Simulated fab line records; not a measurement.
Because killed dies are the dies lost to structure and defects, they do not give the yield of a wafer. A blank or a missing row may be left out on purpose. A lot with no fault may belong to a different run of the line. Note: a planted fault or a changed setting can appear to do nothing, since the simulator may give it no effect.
A lot that was struck, set against a sound lot | flow sfq-line | 14 steps out of a route of 325
Sound: the wafers L284.1, L284.2, L284.5. Struck: wafer L296.2. (L296.3, L296.4 of the same lot were not struck and are left out.) The cause comes at the end.
For every step that has rows: the tool of each side, followed by ch and its chambers, followed by its first start. Under that, the readings that differ: sound wafers | struck wafers | difference of the means | sigmas: that difference in standard deviations of wafers without a fault.
alike: words and numbers the same on both sides, and readings whose means are apart by under 2 such deviations; not compared: readings that were withheld, readings missing a value for some wafer, numbers with overlapping values and no deviation given by the record, and bounds like >300 which may hide the same value.
A row with sigmas, a row that says differs or no value, or rows on one side alone: a step with any of these is where the two part. When numbers do not overlap yet have no deviation, they are printed without sigmas and do not part them. A reading missing from all wafers of one side parts the sides only when that side holds two or more wafers.

SFQ_TRILAYER_I3_DEP_PECVD_081: deposits SiO2 from SiH4/N2O, time 111.11 s, target thk 500 nm.
  sound on pecvd-02 ch 0,2, day 40 20:19; struck on pecvd-04 ch 0, day 46 21:01
  alike: heater-power-w, throttle-valve-pct
SFQ_TRILAYER_I3_CMP_CMP_082: polishes SiO2.
  sound on cmp-01 ch 0,1, day 41 15:53; struck on cmp-02 ch 2, day 46 21:05
  reading             | sound       | struck | difference | sigmas
  motor-current-A (A) | 8.2 9.3 9.0 | 12.4   | +3.6       | +3
  alike: time-to-endpoint-s
SFQ_I3_BOW_MEAS_922:
  sound on film-metro-02 at day 41 18:53; struck on film-metro-02 at day 47 00:07
  alike: I3_BOW
SFQ_TRILAYER_I3_METRO_MEASURE_083:
  sound on film-metro-02 at day 41 19:01; struck on film-metro-02 at day 47 00:25
  alike: thk-nm
then, 6 steps without rows for these wafers: SFQ_TRILAYER_I3_VIA_LITHO_COAT_090 (resist thk 62 nm); SFQ_TRILAYER_I3_VIA_LITHO_COAT_085 (resist thk 650 nm); SFQ_TRILAYER_I3_VIA_LITHO_SOFTBAKE_089; SFQ_TRILAYER_I3_VIA_LITHO_EXPOSE_086 (exposes mask I3, target cd 500 nm); SFQ_TRILAYER_I3_VIA_LITHO_PEB_088 (peb time 60 s); SFQ_TRILAYER_I3_VIA_LITHO_DEVELOP_087 (time 60 s).
-- the record jumps here: 5 days lie between the struck wafers' starts before and after --
SFQ_I3_OVL_MEAS_923:
  sound on overlay-02 at day 47 10:37; struck on overlay-01 at day 52 07:13
  alike: I3_OVL
SFQ_TRILAYER_I3_VIA_BARC_OPEN_VIA_ETCH_121: etches BARC in O2, target depth 125 nm, time 41.7 s.
  sound on rie-diel-01 ch 1,2, day 47 10:39; struck on rie-diel-01 ch 0, day 52 07:14
  alike: bias-w, drypump-motor-current-A, oes-product-au
  not compared: rf-hours-counter-h
SFQ_TRILAYER_I3_VIA_ETCH_VIA_ETCH_088: etches SiO2 in CHF3, stops on Nb, target depth 260 nm.
  sound on rie-diel-01 ch 1,2, day 47 10:41; struck on rie-diel-01 ch 0, day 52 07:17
  reading    | sound             | struck | difference | sigmas
  bias-w (W) | 79.87 80.11 79.52 | 85.78  | +5.95      | +25
  alike: drypump-motor-current-A, oes-product-au
SFQ_TRILAYER_I3_VIA_STRIP_STRIP_089: strips in O2.
  sound on rie-metal-03 ch 0,1, day 47 10:48; struck on rie-metal-02 ch 0, day 52 07:23
  alike: drypump-motor-current-A, he-backside-leak-sccm, oes-product-au
  not compared: rf-hours-counter-h

## WHERE THEY PART
At SFQ_TRILAYER_I3_CMP_CMP_082 first; at SFQ_TRILAYER_I3_VIA_ETCH_VIA_ETCH_088 last (within this record only). Later steps at which nothing parts them and some readings are alike: SFQ_TRILAYER_I3_VIA_STRIP_STRIP_089.

WHY: what had been put in by the simulator
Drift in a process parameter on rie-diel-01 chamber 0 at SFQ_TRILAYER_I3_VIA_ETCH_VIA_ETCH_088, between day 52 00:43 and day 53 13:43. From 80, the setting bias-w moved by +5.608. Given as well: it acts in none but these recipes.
